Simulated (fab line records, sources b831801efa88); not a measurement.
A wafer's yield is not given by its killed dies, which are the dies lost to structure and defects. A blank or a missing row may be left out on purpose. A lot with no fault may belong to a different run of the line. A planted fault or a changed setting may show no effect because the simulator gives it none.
One fault seen from 2 desks ; flow gf180mcu ; only its own numbers are on each desk; what lay behind them is given at the end

## AT THE TOOL OWNER'S DESK: implanter-02
The tool's own readings at GF_NWELL_IMPLANT_09: means of the sampled wafers that have a number, for each lot that ran on this tool. Any lot whose mean is over 4 standard deviations away from the usual mean is out of limits and marked OUT; that distance is given in the brackets.
Columns: A = beam on s at GF_NWELL_IMPLANT_09, usual 10.01 s; B = dose ions cm2 at GF_NWELL_IMPLANT_09, usual 4.001e+12; C = end station pressure torr at GF_NWELL_IMPLANT_09, usual 5.03e-06 Torr; D = faraday current uA at GF_NWELL_IMPLANT_09, usual 22.5
lot;first seen here;A;B;C;D
L555;day 3 16:58;9.98;3.998e+12;5.10e-06;22.6
L556;day 4 01:40;10.25;4.003e+12;4.83e-06;22.0
L558;day 4 04:13;10.06;4.001e+12;4.92e-06;22.4
L560;day 4 10:19;10.10;4.000e+12;5.28e-06;22.4
L562;day 4 22:31;10.18;4.006e+12;4.93e-06;22.2
L561;day 5 00:07;10.07;4.004e+12;5.31e-06;22.4
L564;day 5 09:04;9.79;4.007e+12;5.10e-06;23.0
L572;day 7 06:43;10.02;4.477e+12 (+99 or more) OUT;5.26e-06;25.2 (+6.5) OUT
L573;day 7 09:46;10.09;4.470e+12 (+99 or more) OUT;5.01e-06;24.9 (+5.9) OUT
This desk finds L572, L573 out of limits, L572 being first, at day 7 06:43 (dose ions cm2 at GF_NWELL_IMPLANT_09). L555, L556, L558, L560, L562, L561, L564: within limits.

## THE METROLOGY DESK
What the gauges read, lot by lot, whatever tool the lot ran on: means of the sampled wafers that have a number. Any lot whose mean is over 4 standard deviations away from the usual mean is out of limits and marked OUT; that distance is given in the brackets.
Columns: A = NWELL_RS at GF_VT_IMPLANT_RS_MEAS_47, usual 488.2 ohm/sq; B = POLY_GATE_OVL at GF_POLY_GATE_OVL_MEAS_11, usual -4 nm
lot;first seen here;A;B
L555;day 7 21:50;488.3;-5
L556;day 8 08:47;488.6;-2
L558;day 8 12:00;492.5;-10
L560;day 9 02:05;487.1;5
L562;day 9 10:59;486.8;1
L561;day 9 12:37;489.5;-1
L564;day 9 23:32;488.6;-4
L572;day 12 08:49;480.2 (-6.1) OUT;1
L573;day 12 13:30;479.5 (-6.7) OUT;-8
L576;day 13 07:50;487.7;-6
L577;day 13 14:14;488.3;-4
L578;day 13 19:30;488.9;-3
Finding of this desk: L572, L573 out of limits, first seen on L572 at day 12 08:49 (NWELL_RS at GF_VT_IMPLANT_RS_MEAS_47). L555, L556, L558, L560, L562, L561, L564, L576, L577, L578: within limits.

## PUT TOGETHER
An alarm could have come from the tool owner's desk at day 7 06:43, on L572, L573.
An alarm was possible from the metrology desk at day 12 08:49, on L572, L573.
The lots listed all ran GF_NWELL_IMPLANT_09 on implanter-02.

## WHAT WAS PUT IN BY THE SIMULATOR
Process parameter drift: implanter-02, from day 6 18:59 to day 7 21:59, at GF_NWELL_IMPLANT_09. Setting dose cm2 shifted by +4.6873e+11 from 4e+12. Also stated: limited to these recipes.
Struck lots among those shown: L572, L573.
Hours from the fault's start to each desk's first reading out of limits: the tool owner's desk, 12; the metrology desk, 134.
